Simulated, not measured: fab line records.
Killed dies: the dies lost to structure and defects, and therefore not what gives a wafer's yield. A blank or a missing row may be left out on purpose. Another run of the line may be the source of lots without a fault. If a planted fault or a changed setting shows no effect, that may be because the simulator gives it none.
2 desks looking at one fault	flow gf180mcu	each desk has only its own numbers; what lay behind them comes last

== FOR THE TOOL OWNER'S DESK: iline_stepper-02 ==
The tool's own readings at GF_PASSIVATION_EXPOSE_08 (exposes mask Pad, target cd 40000 nm): means of the sampled wafers that have a number, for each lot that ran on this tool. Marked OUT: a lot whose mean sits more than 4 standard deviations from the usual mean, which makes it out of limits; the brackets give that distance.
Columns: A = exposure_dose_mJ_cm2 at GF_PASSIVATION_EXPOSE_08, usual 309.97; B = focus_offset_nm at GF_PASSIVATION_EXPOSE_08, usual 0.0 nm
lot	first seen here	A	B
L737	day 29 01:48	310.02	0.4
L738	day 29 04:47	310.30	0.3
L739	day 29 15:04	309.86	-0.1
L740	day 30 05:08	310.07	-0.1
L745	day 31 08:11	309.85	-0.2
L749	day 32 12:07	309.83	-0.3
L750	day 32 20:19	310.06	-0.4
L751	day 33 02:38	310.03	0.2
Result from this desk: across the 8 lots, nothing is out of limits.

== AT THE METROLOGY DESK ==
Means of the sampled wafers that have a number, per lot and without regard to the tool the lot ran on: this is what the gauges read. Marked OUT: a lot whose mean sits more than 4 standard deviations from the usual mean, which makes it out of limits; the brackets give that distance.
Columns: A = TOP_METAL_ALCU_RS at GF_TOP_METAL_RS_MEAS_05, usual 0.0328 ohm/sq; B = TOP_METAL_ALCU_THK at GF_TOP_METAL_THK_MEAS_06, usual 887 nm
lot	first seen here	A	B
L737	day 27 19:28	0.0330	886
L738	day 27 22:50	0.0327	883
L739	day 28 09:19	0.0329	875
L740	day 28 23:09	0.0330	872
L743	day 29 20:48	0.0330	876
L745	day 30 03:13	0.0330	884
L749	day 31 09:18	0.0334	869
L750	day 31 16:52	0.0331	881
L751	day 32 00:15	0.0331	876
L752	day 32 04:48	0.0322	905
L754	day 32 17:50	0.0326	890
L753	day 32 21:35	0.0332	876
L755	day 32 22:55	0.0336	868
L756	day 33 06:01	0.0327	887
Result from this desk: across the 14 lots, nothing is out of limits.

== BROUGHT TOGETHER ==
The tool owner's desk saw nothing out of limits.
Metrology desk: nothing out of limits seen.

== WHAT THE SIMULATOR HAD PUT IN ==
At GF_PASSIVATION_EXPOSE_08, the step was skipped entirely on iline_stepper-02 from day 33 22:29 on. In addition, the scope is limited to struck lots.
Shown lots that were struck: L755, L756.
